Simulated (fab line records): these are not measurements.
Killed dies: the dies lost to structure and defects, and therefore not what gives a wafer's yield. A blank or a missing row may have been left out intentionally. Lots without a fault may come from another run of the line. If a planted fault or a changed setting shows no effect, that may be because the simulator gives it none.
fab line records    flow gf180mcu
record lots=5  wafers=15  last-day=34
route steps=602 shown M1@316
lots untouched by any fault: they come from a run of this same line in which no faults occurred
start-h: start of the lot's first displayed wafer, in hours after the record's first day    wait-h: time in hours since the lot's previous step    " the same as in the row above    L1.1+2: several wafers, shown together as one row    - value missing, or start not given    * or withheld: withheld    < > ~ a bound
route shown NAME@n: names a module that has steps shown in the file, with the first one's number in the route    usual: the fault-free wafers' mean and standard deviation    same: alike in all rows    chamber/n: place in a boat    sites: readings site by site    _std_site: the standard deviation of these    _edge_site: outer sites' mean less inner sites'    radius-mm: how far each site lies from the wafer's centre    mask NAME#n: copy n    behind: tool/chamber where the wafer was last shaped    hold: cause of the lot's hold/its duration in hours/its outcome    device: the n, p or np transistor that did not switch    end of line: the same wafers' tests at the end of the route    where a step has no rows: the recipe by itself    killed: dies lost to structure and defects at the first sort, not the wafer's yield    map: dies across one wafer; x = killed, . = not, _ = none there
set.NAME: the setting as run; set.NAME@STEP: as run at that earlier step    model.NAME: the simulator's own value behind a step, which no gauge read
lots at some steps of the route; a table a step, a row a wafer
services: the hour from which a tool's chamber was out of use, counted from the record's first day as start-h (under 0 if before that day), plus the number of hours and why
## steps
# step GF_M1_SPUTTER_01
# recipe material=TiN  target-thk-nm=30  power-w=6500  time-s=25  chamber-pressure-pa=0.4
# usual throttle-valve-pct=29.8/0.95
lot.wafer  tool            chamber  start-h  wait-h  throttle-valve-pct
L483.1     pvd-sputter-04  -        398.72   0.1     29.7
L483.3     "               -        "        "       30.5
L483.4     "               -        "        "       30.1
L489.2     pvd-sputter-04  -        454.14   0.1     30.6
L489.3     "               -        "        "       29.5
L489.6     "               -        "        "       29.7
L490.3     pvd-sputter-02  -        466.39   0.1     29.5
L490.4     "               -        "        "       30.7
L490.6     "               -        "        "       29.5
L495.1     pvd-sputter-02  -        501.70   0.1     31.0
L495.2     "               -        "        "       28.8
L495.3     "               -        "        "       30.4
L501.1     pvd-sputter-04  -        548.44   0.1     28.5
L501.4     "               -        "        "       29.5
L501.5     "               -        "        "       30.1
# step GF_M1_SPUTTER_02
# recipe material=AlCu  target-thk-nm=450  power-w=10600  time-s=23.9  chamber-pressure-pa=0.4
# usual throttle-valve-pct=29.8/0.95
lot.wafer  tool            chamber  start-h  wait-h  throttle-valve-pct
L483.1     pvd-sputter-04  -        398.75   0.0     29.2
L483.3     "               -        "        "       30.7
L483.4     "               -        "        "       30.3
L489.2     pvd-sputter-04  -        454.17   0.0     30.7
L489.3     "               -        "        "       29.5
L489.6     "               -        "        "       29.4
L490.3     pvd-sputter-02  -        466.42   0.0     29.4
L490.4     "               -        "        "       30.7
L490.6     "               -        "        "       29.3
L495.1     pvd-sputter-02  -        501.73   0.0     31.0
L495.2     "               -        "        "       28.9
L495.3     "               -        "        "       30.6
L501.1     pvd-sputter-04  -        548.47   0.0     28.7
L501.4     "               -        "        "       29.6
L501.5     "               -        "        "       30.1
# step GF_M1_SPUTTER_03
# recipe material=Ti  target-thk-nm=10  substrate-temp-c=300  chamber-pressure-pa=0.3  power-w=3000  time-s=6.7
# usual throttle-valve-pct=29.8/0.94
lot.wafer  tool            chamber  start-h  wait-h  throttle-valve-pct
L483.1     pvd-sputter-04  -        398.78   0.0     29.6
L483.3     "               -        "        "       30.6
L483.4     "               -        "        "       30.3
L489.2     pvd-sputter-04  -        454.20   0.0     30.6
L489.3     "               -        "        "       29.6
L489.6     "               -        "        "       29.5
L490.3     pvd-sputter-02  -        466.45   0.0     29.4
L490.4     "               -        "        "       30.6
L490.6     "               -        "        "       29.2
L495.1     pvd-sputter-02  -        501.76   0.0     31.0
L495.2     "               -        "        "       28.9
L495.3     "               -        "        "       30.7
L501.1     pvd-sputter-04  -        548.50   0.0     28.5
L501.4     "               -        "        "       29.8
L501.5     "               -        "        "       30.2
# step GF_M1_SPUTTER_04
# recipe material=TiN  target-thk-nm=50  power-w=6500  time-s=41.7  chamber-pressure-pa=0.4
# usual throttle-valve-pct=29.9/0.95
lot.wafer  tool            chamber  start-h  wait-h  throttle-valve-pct
L483.1     pvd-sputter-04  -        398.80   0.0     29.4
L483.3     "               -        "        "       30.7
L483.4     "               -        "        "       30.3
L489.2     pvd-sputter-04  -        454.22   0.0     30.7
L489.3     "               -        "        "       29.4
L489.6     "               -        "        "       29.6
L490.3     pvd-sputter-02  -        466.47   0.0     29.4
L490.4     "               -        "        "       30.9
L490.6     "               -        "        "       29.6
L495.1     pvd-sputter-02  -        501.78   0.0     31.0
L495.2     "               -        "        "       28.9
L495.3     "               -        "        "       30.5
L501.1     pvd-sputter-04  -        548.53   0.0     28.5
L501.4     "               -        "        "       29.9
L501.5     "               -        "        "       30.1
# step GF_M1_RS_MEAS_05
# recipe thk-meas-gauge=four-point-probe  reads=TiN_of_M1_SPUTTER_04+Ti_of_M1_SPUTTER_03+AlCu_of_M1_SPUTTER_02+TiN_of_M1_SPUTTER_01+Ti_of_M1_SPUTTER_00
# usual M1_ALCU_RS=0.0693/0.00079
lot.wafer  tool           chamber  start-h  wait-h  M1_ALCU_RS[ohm/sq]
L483.1     film-metro-04  -        398.84   0.0     0.0712
L483.3     "              -        "        "       0.0708
L483.4     "              -        "        "       0.0716
L489.2     film-metro-02  -        454.28   0.0     0.0694
L489.3     "              -        "        "       0.0694
L489.6     "              -        "        "       0.0697
L490.3     film-metro-03  -        466.55   0.1     0.0701
L490.4     "              -        "        "       0.0706
L490.6     "              -        "        "       0.0698
L495.1     film-metro-03  -        501.82   0.0     0.0691
L495.2     "              -        "        "       0.0687
L495.3     "              -        "        "       0.0681
L501.1     film-metro-04  -        548.56   0.0     0.0698
L501.4     "              -        "        "       0.0695
L501.5     "              -        "        "       0.0699
# step GF_M1_THK_MEAS_06
# recipe thk-meas-gauge=xrf  reads=AlCu_of_M1_SPUTTER_02
# usual M1_ALCU_THK=450/6
lot.wafer  tool           chamber  start-h  wait-h  M1_ALCU_THK[nm]
L483.1     film-metro-04  -        398.96   0.1     439
L483.3     "              -        "        "       443
L483.4     "              -        "        "       437
L489.2     film-metro-02  -        454.39   0.1     449
L489.3     "              -        "        "       451
L489.6     "              -        "        "       447
L490.3     film-metro-03  -        466.65   0.1     441
L490.4     "              -        "        "       438
L490.6     "              -        "        "       442
L495.1     film-metro-03  -        501.94   0.1     451
L495.2     "              -        "        "       452
L495.3     "              -        "        "       454
L501.1     film-metro-04  -        548.68   0.1     448
L501.4     "              -        "        "       448
L501.5     "              -        "        "       449
# step GF_M1_DEHYDRATE_07
# recipe temp-c=200  time-s=60
# step GF_M1_HMDS_08
# recipe prime-time-s=60  prime-temp-c=120
# step GF_M1_COAT_09
# recipe resist=KrF  spin-rpm=withheld  resist-thk-nm=1000
# step GF_M1_SOFTBAKE_10
# recipe temp-c=130  time-s=60  resist=KrF
# step GF_M1_EXPOSE_11
# recipe mask-id=Metal1  target-cd-nm=230  na=0.68  source-shape=conventional  sigma-outer=0.6  dose-mj=28
# step GF_M1_PEB_12
# recipe peb-temp-c=135  peb-time-s=86.34  resist=KrF
# step GF_M1_DEVELOP_13
# recipe develop-time-s=60  dev-temp-c=21
# usual chill-plate-temp-C=22.98/0.12  develop-time-s=60/0
lot.wafer  tool            chamber  start-h  wait-h  chill-plate-temp-C  develop-time-s  model.KrF_of_M1_COAT_09.thk-nm
L483.1     litho-track-02  0        422.27   0.2     22.93               60              981.3
L483.3     "               0        "        "       22.93               60              985.5
L483.4     "               0        "        "       23.08               60              981.6
L489.2     litho-track-02  -        478.45   0.2     -                   -               999.3
L489.3     "               -        "        "       -                   -               998.7
L489.6     "               -        "        "       -                   -               1000
L490.3     litho-track-04  0        490.60   0.1     23.00               60              982.8
L490.4     "               0        "        "       22.96               60              984.7
L490.6     "               0        "        "       22.95               60              984.1
L495.1     litho-track-03  0        524.70   0.2     22.68               60              985.5
L495.2     "               0        "        "       22.68               60              985
L495.3     "               0        "        "       22.84               60              984.4
L501.1     litho-track-03  0        570.10   0.2     22.93               60              988.2
L501.4     "               0        "        "       22.85               60              987
L501.5     "               0        "        "       22.85               60              986
# step GF_M1_CD_MEAS_14
# recipe target-cd-nm=230
# usual cd-nm=230.2/1.2
lot.wafer  tool       chamber  start-h  wait-h  cd-nm
L483.1     cd-sem-01  -        422.42   0.1     231.0
L483.3     "          -        "        "       230.2
L483.4     "          -        "        "       231.4
L489.2     cd-sem-01  -        478.59   0.1     -
L489.3     "          -        "        "       -
L489.6     "          -        "        "       -
L490.3     cd-sem-02  -        490.74   0.1     229.8
L490.4     "          -        "        "       230.1
L490.6     "          -        "        "       230.4
L495.1     cd-sem-01  -        524.85   0.1     229.3
L495.2     "          -        "        "       230.5
L495.3     "          -        "        "       230.8
L501.1     cd-sem-02  -        570.25   0.1     229.0
L501.4     "          -        "        "       230.3
L501.5     "          -        "        "       228.6
## services
tool            chamber  start-h  hours  kind
pvd-sputter-02  -        395.69   9.8    repair
pvd-sputter-04  0        437.55   -      consumable-replace:kit
pvd-sputter-04  0        437.55   18.0   scheduled-down
pvd-sputter-04  0        437.55   18.0   vent-cycle
pvd-sputter-02  1        455.98   -      consumable-replace:kit
pvd-sputter-02  1        455.98   18.0   scheduled-down
pvd-sputter-02  1        455.98   18.0   vent-cycle
pvd-sputter-02  -        456.31   1.7    repair
pvd-sputter-04  -        471.29   0.5    repair
pvd-sputter-02  -        508.25   0.9    repair
## key
first-sign step=GF_M1_DEVELOP_13  reading=tool-record  direction=missing
effect none on later readings
model-effect step=GF_M1_DEVELOP_13  value=KrF_of_M1_COAT_09.thk-nm  without=984.5  struck=999.4
met-at GF_M1_DEVELOP_13
struck-wafers L489.2,L489.3,L489.6
rows-end L489.2,L489.3,L489.6
onset-between 422.27 478.45
fault kind=skipped-step-whole  tool=litho-track-02,litho-track-04  chamber=-  onset-h=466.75  steps=GF_M1_DEVELOP_13  scope=struck-lots-only
# rows-end: these wafers met a further fault down the route, and their rows from its step on are left out
